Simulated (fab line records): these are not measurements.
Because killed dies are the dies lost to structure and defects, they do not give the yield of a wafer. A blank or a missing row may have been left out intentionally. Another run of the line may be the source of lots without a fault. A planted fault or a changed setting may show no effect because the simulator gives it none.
fab line records	flow sky130
record lots=13	wafers=37	lastDay=50
route steps=708 shown POLY_CUT@317 SD_P@330 RES_XHIGH@335 SD_N@354 PAD_OPEN@708
lots with no fault: from the same line, run without faults
startH: hours from the record's first day to the start of the lot's first wafer shown	waitH: hours elapsed since this lot's preceding step	" the same as in the row above	L1.1+2: one row covering several wafers at once	- no value, or no start was given	* or withheld: withheld	< > ~ a bound
route shown NAME@n: NAME is a module with steps in the file, n the number in the route of the first one	usual: mean/standard deviation of fault-free wafers	same: alike in all rows	chamber/n: place in a boat	sites: per-site readings	_std_site: standard deviation of those values	_edge_site: outer sites' mean less inner sites'	radiusMm: how far each site lies from the wafer's centre	mask NAME#n: copy n	behind: the most recent tool/chamber to have shaped the wafer	hold: why the lot was held/for how many hours/how that ended	device: the n, p or np transistor that did not switch	end of line: the tests these same wafers got at the end of their route	a step with no rows: only its recipe	killed: dies that structure and defects cost at the first sort, which is not the same as the wafer's yield	map: the dies of a wafer, with x for killed, . for not killed, _ for no die there
set.NAME: setting as actually run; set.NAME@STEP: the setting as run at that earlier step	model.NAME: the simulator's own value behind a step, which no gauge read
one table for each step of the route and one row for each wafer, over a sample of lots
services: from which hour (startH, from the record's first day; less than 0 if before it) a tool's chamber was out of use, for how many hours, and why
## steps
# step SKY_POLY_CUT_ETCH_10
# recipe chemistry=N2/H2	target=BARC	ionEnergyEv=200	sourceW=500	biasW=100	pressureMtorr=30	n2FlowSccm=100	h2FlowSccm=200	stopOn=SiO2	timeS=45.9	targetDepthA=600
# usual drypumpMotorCurrentA=5.7/0.53	oesProductAu=0.854/0.0048	throttleValvePct=13.225/0.0097
# same timeS=45.9
lot.wafer	tool	chamber	startH	waitH	drypumpMotorCurrentA	oesProductAu	rfHoursCounterH	throttleValvePct
L810.1	rieDiel-03	3	517.81	0.0	5.0	0.856	79	13.216
L810.4	"	1	"	"	6.0	0.864	55	13.232
L810.6	"	0	"	"	5.8	0.854	-	13.216
L811.2	rieDiel-01	0	561.36	0.0	5.4	0.858	36	13.234
L811.3	"	2	"	"	6.2	0.853	0	13.231
L811.4	"	3	"	"	6.4	0.847	2	13.233
L814.2	rieDiel-01	3	603.72	0.0	6.5	0.860	3	13.233
L814.3	"	0	"	"	5.4	0.847	37	13.221
L814.6	"	2	"	"	6.2	0.853	-	13.233
L815.1	rieDiel-01	3	611.61	0.0	6.5	0.854	3	13.225
L815.5	"	0	"	"	5.4	0.854	-	13.212
L815.6	"	3	"	"	6.4	0.855	-	13.232
L816.1	rieDiel-03	2	620.17	0.0	5.9	0.855	6	13.230
L816.3	"	1	"	"	6.1	0.851	56	13.228
L816.4	"	0	"	"	5.8	0.855	4	13.224
L817.2	rieDiel-02	1	634.51	0.0	6.3	0.861	8	13.219
L817.5	"	0	"	"	5.1	0.858	-	13.219
L817.6	"	1	"	"	6.2	0.858	-	13.225
L818.2	rieDiel-02	1	650.52	0.0	6.3	0.856	9	13.217
L818.5	"	1	"	"	6.2	0.859	-	13.231
L818.6	"	2	"	"	5.6	0.852	-	13.198
L819.1	rieDiel-01	2	653.66	0.0	6.2	0.844	2	13.212
L819.5	"	3	"	"	6.5	0.861	-	13.207
L819.6	"	2	"	"	6.2	0.858	-	13.245
L821.1	rieDiel-02	3	668.86	0.0	5.9	0.859	6	13.228
L821.4	"	2	"	"	5.6	0.858	21	13.229
L821.6	"	1	"	"	6.3	0.851	-	13.233
L825.3	rieDiel-01	0	720.27	0.0	5.4	0.849	41	13.220
L825.6	"	2	"	"	6.2	0.854	-	13.209
L822.1	rieDiel-03	0	720.46	0.0	5.8	0.859	5	13.224
L822.3	"	3	"	"	5.1	0.855	2	13.212
L822.5	"	3	"	"	5.1	0.850	-	13.223
L824.1	rieDiel-01	2	720.62	0.0	6.2	0.854	5	13.221
L824.3	"	1	"	"	4.9	0.857	14	13.237
L824.5	"	2	"	"	6.2	0.856	-	13.232
L830.1	rieDiel-02	3	743.76	0.0	5.9	0.857	7	13.233
L830.6	"	1	"	"	6.3	0.844	-	13.217
# step SKY_SD_P_STRIP_10
# recipe chemistry=O2/N2	powerW=1400	pressureMtorr=1500	platenTempC=withheld	o2FlowSccm=3000	n2FlowSccm=300	overashFraction=0.5
# usual drypumpMotorCurrentA=6.0/0.48	oesProductAu=0.617/0.0045	stripTimeToEndpointS=17.49/0.045
lot.wafer	tool	chamber	startH	waitH	drypumpMotorCurrentA	oesProductAu	rfHoursCounterH	stripTimeToEndpointS
L810.1	plasmaAsher-04	1	549.32	0.1	5.1	0.610	12	17.53
L810.4	"	0	"	"	6.3	0.620	-	17.49
L810.6	"	0	"	"	6.3	0.620	-	17.52
L811.2	plasmaAsher-02	1	591.33	0.1	6.3	0.614	77	17.52
L811.3	"	0	"	"	6.4	0.618	-	17.50
L811.4	"	1	"	"	6.3	0.613	-	17.47
L814.2	plasmaAsher-04	0	633.92	0.1	6.3	0.612	20	17.51
L814.3	"	0	"	"	6.3	0.623	-	17.51
L814.6	"	1	"	"	5.1	0.622	-	17.49
L815.1	plasmaAsher-04	1	641.11	0.1	5.1	0.619	21	17.59
L815.5	"	0	"	"	6.3	0.617	-	17.54
L815.6	"	1	"	"	5.0	0.615	-	17.55
L816.1	plasmaAsher-02	1	650.32	0.1	6.3	0.618	83	17.39
L816.3	"	1	"	"	6.3	0.616	-	17.40
L816.4	"	0	"	"	6.4	0.618	-	17.41
L817.2	plasmaAsher-01	1	663.73	0.1	5.9	0.623	95	17.41
L817.5	"	1	"	"	5.9	0.622	-	17.44
L817.6	"	0	"	"	5.5	0.621	-	17.44
L818.2	plasmaAsher-01	1	679.21	0.1	5.9	0.617	97	17.51
L818.5	"	0	"	"	5.4	0.614	-	17.47
L818.6	"	1	"	"	5.9	0.621	-	17.49
L819.1	plasmaAsher-02	0	683.23	0.1	6.4	0.611	86	17.46
L819.5	"	1	"	"	6.3	0.616	-	17.49
L819.6	"	0	"	"	6.4	0.624	-	17.46
L821.1	plasmaAsher-02	0	697.61	0.1	6.4	0.609	88	17.49
L821.4	"	0	"	"	6.4	0.610	-	17.47
L821.6	"	1	"	"	6.3	0.622	-	17.46
L822.1	plasmaAsher-04	1	748.27	0.1	5.0	0.616	32	17.50
L822.3	"	1	"	"	5.1	0.614	-	17.55
L822.5	"	0	"	"	6.3	0.612	-	17.52
L825.3	plasmaAsher-01	1	748.29	0.1	5.9	0.614	-	17.46
L825.6	"	1	"	"	5.9	0.623	-	17.50
L824.1	plasmaAsher-02	1	748.57	0.1	6.3	0.619	93	17.46
L824.3	"	1	"	"	6.3	0.620	-	17.47
L824.5	"	0	"	"	6.4	0.617	-	17.48
L830.1	plasmaAsher-02	1	770.33	0.1	6.3	0.621	95	17.41
L830.6	"	0	"	"	6.4	0.620	-	17.44
# step SKY_RES_XHIGH_SOFTBAKE_03
# recipe tempC=90	timeS=60	resist=NOVOLAK
# usual runLengthS=89.03/0.22
lot.wafer	tool	chamber	startH	waitH	runLengthS
L810.1	lithoTrack-03	0	565.12	0.1	88.69
L810.4	"	0	"	"	89.01
L810.6	"	0	"	"	88.85
L811.2	lithoTrack-02	0	606.13	0.1	89.01
L811.3	"	0	"	"	89.44
L811.4	"	0	"	"	89.05
L814.2	lithoTrack-03	0	648.44	0.1	88.64
L814.3	"	0	"	"	88.61
L814.6	"	0	"	"	88.73
L815.1	lithoTrack-02	0	655.80	0.1	89.26
L815.5	"	0	"	"	89.13
L815.6	"	0	"	"	89.24
L816.1	lithoTrack-03	0	664.57	0.1	88.73
L816.3	"	0	"	"	88.63
L816.4	"	0	"	"	88.73
L817.2	lithoTrack-04	0	678.83	0.1	89.02
L817.5	"	0	"	"	88.99
L817.6	"	0	"	"	89.02
L818.2	lithoTrack-02	0	693.83	0.1	89.43
L818.5	"	0	"	"	89.08
L818.6	"	0	"	"	89.13
L819.1	lithoTrack-03	0	697.22	0.1	88.70
L819.5	"	0	"	"	88.90
L819.6	"	0	"	"	88.86
L821.1	lithoTrack-02	0	712.30	0.1	89.06
L821.4	"	0	"	"	89.18
L821.6	"	0	"	"	89.25
L825.3	lithoTrack-02	0	760.80	0.1	102.66
L825.6	"	0	"	"	102.68
L822.1	lithoTrack-04	0	761.15	0.1	89.16
L822.3	"	0	"	"	88.98
L822.5	"	0	"	"	89.11
L824.1	lithoTrack-03	0	761.42	0.1	88.83
L824.3	"	0	"	"	88.68
L824.5	"	0	"	"	88.96
L830.1	lithoTrack-02	0	782.35	0.1	89.03
L830.6	"	0	"	"	102.58
# step SKY_SD_N_TW_MEAS_12
# usual SD_N_TW=3985/22
lot.wafer	tool	chamber	startH	waitH	SD_N_TW
L810.1	filmMetro-02	-	610.08	0.1	4002
L810.4	"	-	"	"	3995
L810.6	"	-	"	"	4018
L811.2	filmMetro-04	-	650.28	0.1	3975
L811.3	"	-	"	"	3958
L811.4	"	-	"	"	3955
L814.2	filmMetro-03	-	692.87	0.1	3941
L814.3	"	-	"	"	3939
L814.6	"	-	"	"	3945
L815.1	filmMetro-03	-	699.22	0.1	3978
L815.5	"	-	"	"	3957
L815.6	"	-	"	"	3975
L816.1	filmMetro-02	-	709.06	0.1	3986
L816.3	"	-	"	"	4025
L816.4	"	-	"	"	4001
L817.2	filmMetro-02	-	722.78	0.1	3998
L817.5	"	-	"	"	3992
L817.6	"	-	"	"	3993
L818.2	filmMetro-04	-	736.44	0.1	3980
L818.5	"	-	"	"	4003
L818.6	"	-	"	"	3965
L819.1	filmMetro-03	-	740.88	0.1	3966
L819.5	"	-	"	"	3951
L819.6	"	-	"	"	3958
L821.1	filmMetro-04	-	753.82	0.1	3995
L821.4	"	-	"	"	4040
L821.6	"	-	"	"	4009
L825.3	filmMetro-03	-	797.89	0.1	3974
L825.6	"	-	"	"	3985
L822.1	filmMetro-03	-	798.41	0.1	3970
L822.3	"	-	"	"	3970
L822.5	"	-	"	"	3994
L824.1	filmMetro-02	-	799.27	0.1	4023
L824.3	"	-	"	"	3993
L824.5	"	-	"	"	4004
L830.1	filmMetro-02	-	819.52	0.1	3982
L830.6	"	-	"	"	3983
# step SKY_PAD_OPEN_PROBE_99
# usual killed_at_M0_to_M3=43/6.6	killed_at_M4_up=3.2/1.8	killedAtContacts=24/5	killedAtFrontEnd=15/4.5	killedAtOther=0.2/0.46	killedDies=86/8.8	killedOnRim=16/3.4	killedOpen=48/6.6	killedShort=38/6.1
# same grossDies=492	killedAtBackSide=0
lot.wafer	tool	chamber	startH	waitH	killed_at_M0_to_M3	killed_at_M4_up	killedAtContacts	killedAtFrontEnd	killedAtOther	killedDies	killedOnRim	killedOpen	killedShort
L810.1	prober-02	-	1050.73	0.1	44	6	26	11	0	87	23	43	44
L810.4	prober-02	-	1050.88	0.2	58	5	30	17	0	110	18	63	47
L810.6	prober-02	-	1050.98	0.2	50	1	27	20	0	98	19	59	39
L811.2	prober-01	-	1071.82	0.1	43	3	30	12	1	89	11	60	29
L811.3	prober-01	-	1071.87	0.2	47	5	19	21	1	93	15	43	50
L811.4	prober-01	-	1071.92	0.2	37	5	26	15	0	83	21	50	33
L814.2	prober-02	-	1107.75	0.1	35	3	23	17	1	79	16	46	33
L814.3	prober-02	-	1107.80	0.2	38	4	19	26	0	87	18	50	37
L814.6	prober-02	-	1107.95	0.2	45	3	28	13	0	89	14	51	38
L815.1	prober-01	-	1110.89	0.1	46	2	28	14	0	90	16	54	36
L815.5	prober-01	-	1111.09	0.2	48	2	32	16	0	98	22	55	43
L815.6	prober-01	-	1111.14	0.2	42	5	24	18	0	89	19	49	40
L816.1	prober-02	-	1113.93	0.1	33	4	28	15	1	81	16	45	36
L816.3	prober-02	-	1114.03	0.2	60	2	22	8	1	93	22	51	42
L816.4	prober-02	-	1114.08	0.2	43	5	28	14	0	90	16	40	50
L817.2	prober-01	-	1128.88	0.1	56	4	26	14	0	100	22	53	47
L817.5	prober-01	-	1129.03	0.2	51	2	24	8	0	85	19	54	31
L817.6	prober-01	-	1129.08	0.2	53	3	20	13	0	89	17	53	36
L818.2	prober-01	-	1136.89	0.1	46	3	21	15	1	86	18	45	41
L818.5	prober-01	-	1137.04	0.2	42	5	24	15	0	86	16	48	38
L818.6	prober-01	-	1137.09	0.2	45	3	16	14	1	79	17	47	32
L819.1	prober-02	-	1139.79	0.1	41	1	31	13	1	87	15	53	34
L819.5	prober-02	-	1139.99	0.2	39	2	23	17	0	81	16	38	43
L819.6	prober-02	-	1140.04	0.2	35	5	24	15	0	79	14	50	29
L821.1	prober-02	-	1148.80	0.1	52	3	20	13	0	88	22	44	44
L821.4	prober-02	-	1148.95	0.2	41	1	24	28	0	94	19	46	48
L821.6	prober-02	-	1149.05	0.2	34	6	14	11	0	65	12	38	27
L825.3	prober-01	-	1181.68	0.2	28	3	22	15	0	68	19	29	39
L825.6	prober-01	-	1181.83	0.2	31	5	16	9	0	61	10	33	28
L822.1	prober-02	-	1182.61	0.1	39	2	32	12	0	85	21	50	35
L822.3	prober-02	-	1182.71	0.2	41	2	32	18	0	93	18	54	39
L822.5	prober-02	-	1182.81	0.2	33	1	20	17	0	71	10	43	28
L824.1	prober-01	-	1183.26	0.1	51	1	24	8	0	84	23	46	38
L824.3	prober-01	-	1183.36	0.2	52	3	30	18	0	103	18	52	51
L824.5	prober-01	-	1183.46	0.2	49	4	29	11	0	93	21	60	33
L830.1	prober-01	-	1194.69	0.1	49	2	25	11	0	87	16	49	38
L830.6	prober-01	-	1194.94	0.2	41	4	22	11	0	78	18	32	46
# killed by level:class
L810.1 VIA1:geometricParticle:open=8 VIA3:geometricParticle:open=8 LOCAL_INTERCONNECT:geometricParticle:short=7 CONTACT:geometricParticle:open=7 LI_CONTACT:geometricParticle:open=6 METAL4:geometricParticle:short=6 VIA1:geometricParticle:short=5 METAL3:geometricParticle:short=5
L810.4 VIA1:geometricParticle:open=17 CONTACT:geometricParticle:open=11 VIA3:geometricParticle:open=8 FIELD_ISO:geometricParticle:short=7 CONTACT:geometricParticle:short=7 VIA2:geometricParticle:open=7 LI_CONTACT:geometricParticle:open=5 METAL2:geometricParticle:short=5
L810.6 VIA1:geometricParticle:open=13 CONTACT:geometricParticle:open=9 LI_CONTACT:geometricParticle:open=8 FIELD_ISO:geometricParticle:open=7 FIELD_ISO:geometricParticle:short=7 VIA2:geometricParticle:open=7 VIA3:geometricParticle:open=6 VIA3:geometricParticle:short=4
L811.2 LI_CONTACT:geometricParticle:open=13 VIA2:geometricParticle:open=10 CONTACT:geometricParticle:open=9 VIA1:geometricParticle:open=9 METAL2:geometricParticle:short=6 POLY_GATE:geometricParticle:open=5 VIA3:geometricParticle:open=5 CONTACT:geometricParticle:short=4
L811.3 VIA1:geometricParticle:open=12 POLY_GATE:geometricParticle:short=8 METAL2:geometricParticle:short=8 LI_CONTACT:geometricParticle:open=6 VIA1:geometricParticle:short=6 POLY_GATE:geometricParticle:open=5 VIA2:geometricParticle:open=5 LOCAL_INTERCONNECT:geometricParticle:short=5
L811.4 VIA2:geometricParticle:open=12 LI_CONTACT:geometricParticle:open=11 VIA1:geometricParticle:open=8 METAL1:geometricParticle:short=7 CONTACT:geometricParticle:open=6 FIELD_ISO:geometricParticle:open=4 CONTACT:geometricParticle:short=4 FIELD_ISO:geometricParticle:short=3
L814.2 VIA1:geometricParticle:open=13 CONTACT:geometricParticle:open=7 POLY_GATE:geometricParticle:open=6 VIA2:geometricParticle:short=6 POLY_GATE:geometricParticle:short=5 VIA3:geometricParticle:open=5 LI_CONTACT:geometricParticle:open=4 LI_CONTACT:geometricParticle:short=4
L814.3 FIELD_ISO:geometricParticle:open=8 VIA1:geometricParticle:open=8 METAL2:geometricParticle:short=7 VIA2:geometricParticle:open=7 LI_CONTACT:geometricParticle:open=5 FIELD_ISO:geometricParticle:short=4 POLY_GATE:geometricParticle:short=4 LI_CONTACT:geometricParticle:short=4
L814.6 VIA1:geometricParticle:open=12 LI_CONTACT:geometricParticle:open=8 CONTACT:geometricParticle:open=8 VIA2:geometricParticle:open=6 VIA1:geometricParticle:short=6 CONTACT:geometricParticle:short=5 VIA3:geometricParticle:open=5 FIELD_ISO:geometricParticle:open=4
L815.1 CONTACT:geometricParticle:open=12 VIA1:geometricParticle:open=10 VIA3:geometricParticle:open=6 VIA1:geometricParticle:short=6 VIA2:geometricParticle:open=6 CONTACT:geometricParticle:short=5 LI_CONTACT:geometricParticle:short=5 LI_CONTACT:geometricParticle:open=5
L815.5 CONTACT:geometricParticle:open=13 VIA1:geometricParticle:open=9 VIA3:geometricParticle:open=9 VIA2:geometricParticle:open=7 CONTACT:geometricParticle:short=7 METAL1:geometricParticle:short=7 VIA1:geometricParticle:short=6 LI_CONTACT:geometricParticle:open=5
L815.6 VIA1:geometricParticle:open=11 CONTACT:geometricParticle:open=9 CONTACT:geometricParticle:short=7 VIA2:geometricParticle:open=7 FIELD_ISO:geometricParticle:open=5 FIELD_ISO:geometricParticle:short=5 VIA3:geometricParticle:open=5 LI_CONTACT:geometricParticle:open=5
L816.1 CONTACT:geometricParticle:open=12 LI_CONTACT:geometricParticle:open=8 VIA1:geometricParticle:open=7 VIA1:geometricParticle:short=6 METAL2:geometricParticle:short=5 FIELD_ISO:geometricParticle:short=4 CONTACT:geometricParticle:short=4 VIA2:geometricParticle:open=4
L816.3 VIA1:geometricParticle:open=19 CONTACT:geometricParticle:open=12 VIA1:geometricParticle:short=9 VIA3:geometricParticle:open=7 VIA2:geometricParticle:open=6 METAL1:geometricParticle:short=5 METAL2:geometricParticle:short=5 VIA2:geometricParticle:short=4
L816.4 VIA1:geometricParticle:open=11 CONTACT:geometricParticle:open=9 METAL1:geometricParticle:short=9 LI_CONTACT:geometricParticle:open=7 POLY_GATE:geometricParticle:short=6 LOCAL_INTERCONNECT:geometricParticle:short=6 FIELD_ISO:geometricParticle:open=5 CONTACT:geometricParticle:short=5
L817.2 VIA1:geometricParticle:open=11 CONTACT:geometricParticle:open=9 METAL1:geometricParticle:short=7 METAL2:geometricParticle:short=7 VIA3:geometricParticle:open=6 FIELD_ISO:geometricParticle:open=5 VIA2:geometricParticle:open=5 FIELD_ISO:geometricParticle:short=4
L817.5 VIA1:geometricParticle:open=12 CONTACT:geometricParticle:open=11 VIA2:geometricParticle:open=9 LI_CONTACT:geometricParticle:open=6 METAL1:geometricParticle:short=6 VIA3:geometricParticle:open=6 METAL2:geometricParticle:short=5 VIA1:geometricParticle:short=4
L817.6 VIA1:geometricParticle:open=14 VIA2:geometricParticle:open=13 LI_CONTACT:geometricParticle:open=6 VIA1:geometricParticle:short=6 METAL2:geometricParticle:short=6 FIELD_ISO:geometricParticle:open=5 FIELD_ISO:geometricParticle:short=5 CONTACT:geometricParticle:open=5
L818.2 VIA1:geometricParticle:open=14 CONTACT:geometricParticle:open=9 METAL1:geometricParticle:short=8 VIA3:geometricParticle:open=5 VIA1:geometricParticle:short=5 SPACER:geometricParticle:short=4 LI_CONTACT:geometricParticle:short=4 METAL2:geometricParticle:short=4
L818.5 VIA1:geometricParticle:open=9 CONTACT:geometricParticle:open=9 METAL1:geometricParticle:short=8 VIA2:geometricParticle:open=8 VIA3:geometricParticle:open=7 LOCAL_INTERCONNECT:geometricParticle:short=6 FIELD_ISO:geometricParticle:open=4 LI_CONTACT:geometricParticle:open=4
L818.6 VIA1:geometricParticle:open=11 VIA2:geometricParticle:open=9 VIA3:geometricParticle:open=7 POLY_GATE:geometricParticle:open=6 CONTACT:geometricParticle:open=6 VIA1:geometricParticle:short=5 FIELD_ISO:geometricParticle:short=4 POLY_GATE:geometricParticle:short=4
L819.1 LI_CONTACT:geometricParticle:open=11 VIA1:geometricParticle:open=11 VIA2:geometricParticle:open=9 CONTACT:geometricParticle:short=8 CONTACT:geometricParticle:open=6 METAL2:geometricParticle:short=6 VIA3:geometricParticle:open=5 FIELD_ISO:geometricParticle:open=4
L819.5 VIA1:geometricParticle:open=9 CONTACT:geometricParticle:open=7 VIA2:geometricParticle:open=7 FIELD_ISO:geometricParticle:short=6 LOCAL_INTERCONNECT:geometricParticle:short=6 VIA3:geometricParticle:open=6 CONTACT:geometricParticle:short=5 METAL1:geometricParticle:short=5
L819.6 CONTACT:geometricParticle:open=11 VIA3:geometricParticle:open=9 VIA1:geometricParticle:open=8 LOCAL_INTERCONNECT:geometricParticle:short=7 VIA2:geometricParticle:open=6 SPACER:geometricParticle:short=5 FIELD_ISO:geometricParticle:open=4 LI_CONTACT:geometricParticle:open=4
L821.1 VIA1:geometricParticle:open=12 METAL1:geometricParticle:short=10 VIA2:geometricParticle:open=9 CONTACT:geometricParticle:open=7 METAL2:geometricParticle:short=7 CONTACT:geometricParticle:short=5 POLY_GATE:geometricParticle:open=4 VIA1:geometricParticle:short=4
L821.4 CONTACT:geometricParticle:open=11 FIELD_ISO:geometricParticle:open=9 POLY_GATE:geometricParticle:short=9 VIA3:geometricParticle:short=8 VIA1:geometricParticle:open=8 CONTACT:geometricParticle:short=6 LI_CONTACT:geometricParticle:open=4 METAL1:geometricParticle:short=4
L821.6 VIA1:geometricParticle:open=7 CONTACT:geometricParticle:open=7 VIA3:geometricParticle:open=6 VIA2:geometricParticle:open=6 METAL4:geometricParticle:short=5 METAL1:geometricParticle:short=5 FIELD_ISO:geometricParticle:open=4 LOCAL_INTERCONNECT:geometricParticle:short=3
L825.3 CONTACT:geometricParticle:open=8 CONTACT:geometricParticle:short=6 METAL2:geometricParticle:short=6 FIELD_ISO:geometricParticle:short=4 VIA1:geometricParticle:open=4 POLY_GATE:geometricParticle:short=4 LI_CONTACT:geometricParticle:open=4 VIA3:geometricParticle:open=4
L825.6 CONTACT:geometricParticle:open=9 VIA2:geometricParticle:open=6 METAL2:geometricParticle:short=5 VIA3:geometricParticle:open=4 METAL4:geometricParticle:short=4 LI_CONTACT:geometricParticle:open=3 METAL1:geometricParticle:short=3 VIA1:geometricParticle:short=3
L822.1 CONTACT:geometricParticle:open=12 LI_CONTACT:geometricParticle:open=9 VIA1:geometricParticle:open=9 LOCAL_INTERCONNECT:geometricParticle:short=5 CONTACT:geometricParticle:short=5 METAL1:geometricParticle:short=5 VIA3:geometricParticle:open=5 METAL1:geometricParticle:open=4
L822.3 VIA1:geometricParticle:open=14 CONTACT:geometricParticle:open=8 LI_CONTACT:geometricParticle:open=8 FIELD_ISO:geometricParticle:open=6 FIELD_ISO:geometricParticle:short=6 LOCAL_INTERCONNECT:geometricParticle:short=6 LI_CONTACT:geometricParticle:short=5 METAL1:geometricParticle:short=5
L822.5 CONTACT:geometricParticle:open=11 VIA2:geometricParticle:open=9 FIELD_ISO:geometricParticle:open=6 METAL1:geometricParticle:short=6 FIELD_ISO:geometricParticle:short=5 VIA1:geometricParticle:open=5 POLY_GATE:geometricParticle:open=4 VIA1:geometricParticle:short=4
L824.1 CONTACT:geometricParticle:open=10 VIA1:geometricParticle:short=8 LI_CONTACT:geometricParticle:open=8 VIA1:geometricParticle:open=8 VIA2:geometricParticle:open=7 METAL1:geometricParticle:open=5 METAL1:geometricParticle:short=5 METAL2:geometricParticle:short=5
L824.3 CONTACT:geometricParticle:open=12 VIA1:geometricParticle:open=10 METAL2:geometricParticle:short=7 VIA2:geometricParticle:open=7 CONTACT:geometricParticle:short=7 VIA3:geometricParticle:open=7 VIA1:geometricParticle:short=6 POLY_GATE:geometricParticle:short=5
L824.5 CONTACT:geometricParticle:open=12 VIA2:geometricParticle:open=12 VIA1:geometricParticle:open=11 LI_CONTACT:geometricParticle:open=10 METAL1:geometricParticle:short=6 METAL2:geometricParticle:short=5 FIELD_ISO:geometricParticle:open=4 POLY_GATE:geometricParticle:open=4
L830.1 VIA1:geometricParticle:open=12 LI_CONTACT:geometricParticle:open=8 VIA1:geometricParticle:short=7 CONTACT:geometricParticle:open=7 CONTACT:geometricParticle:short=6 VIA2:geometricParticle:open=6 VIA3:geometricParticle:open=6 VIA3:geometricParticle:short=5
L830.6 METAL2:geometricParticle:short=8 VIA1:geometricParticle:short=7 VIA1:geometricParticle:open=6 LI_CONTACT:geometricParticle:open=6 LOCAL_INTERCONNECT:geometricParticle:short=6 CONTACT:geometricParticle:short=6 VIA2:geometricParticle:open=5 VIA3:geometricParticle:short=5
## services
tool	chamber	startH	hours	kind
rieDiel-03	-	503.05	1.6	repair
plasmaAsher-02	-	504.87	1.4	repair
rieDiel-02	3	537.09	18.5	repair
rieDiel-03	-	549.69	38.9	repair
plasmaAsher-02	-	554.88	2.8	pm
rieDiel-01	1	579.93	1.5	repair
rieDiel-03	-	586.81	0.1	repair
rieDiel-03	3	592.81	5.2	repair
rieDiel-03	0	593.84	5.0	repair
rieDiel-02	1	610.05	6.8	repair
plasmaAsher-02	-	619.53	0.8	repair
rieDiel-03	-	626.08	0.7	repair
plasmaAsher-04	-	630.83	3.0	repair
plasmaAsher-04	-	634.47	2.8	pm
rieDiel-02	3	642.74	16.6	repair
rieDiel-03	0	663.51	13.1	repair
rieDiel-03	1	678.65	11.4	repair
rieDiel-03	0	685.32	7.8	repair
rieDiel-03	3	685.91	3.2	repair
rieDiel-02	-	692.77	28.1	pm
rieDiel-03	1	715.46	10.3	repair
rieDiel-01	0	743.21	4.5	repair
rieDiel-01	2	750.39	1.8	repair
rieDiel-02	-	768.15	0.4	repair
## key
firstSign step=SKY_RES_XHIGH_SOFTBAKE_03	reading=runLengthS	direction=up	sigmas=62	usual=*	struck=*
effect none on later readings
metAt SKY_RES_XHIGH_SOFTBAKE_03
struckLots L825,L830
struckWafers L825.3,L825.6,L830.6
testerLeftOut L825,L830
notActingAt SKY_POLY_CUT_ETCH_10,SKY_SD_P_STRIP_10,SKY_SD_N_TW_MEAS_12
onsetBetween 712.30 760.80
fault kind=processParameterDrift	tool=lithoTrack-02	chamber=-	onsetH=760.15	steps=SKY_RES_XHIGH_SOFTBAKE_03	channel=timeS	offset=*	shape=step	endH=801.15	scope=struckWafersOnly	actsIn=*	stated=*
# testerLeftOut: of these lots the tester's yield and bins aren't shown, on N5 and GAA mostly nor the transistor test; their killed dies are dies lost to structure and defects alone, not to doping, threshold or leakage, so they don't give the yield
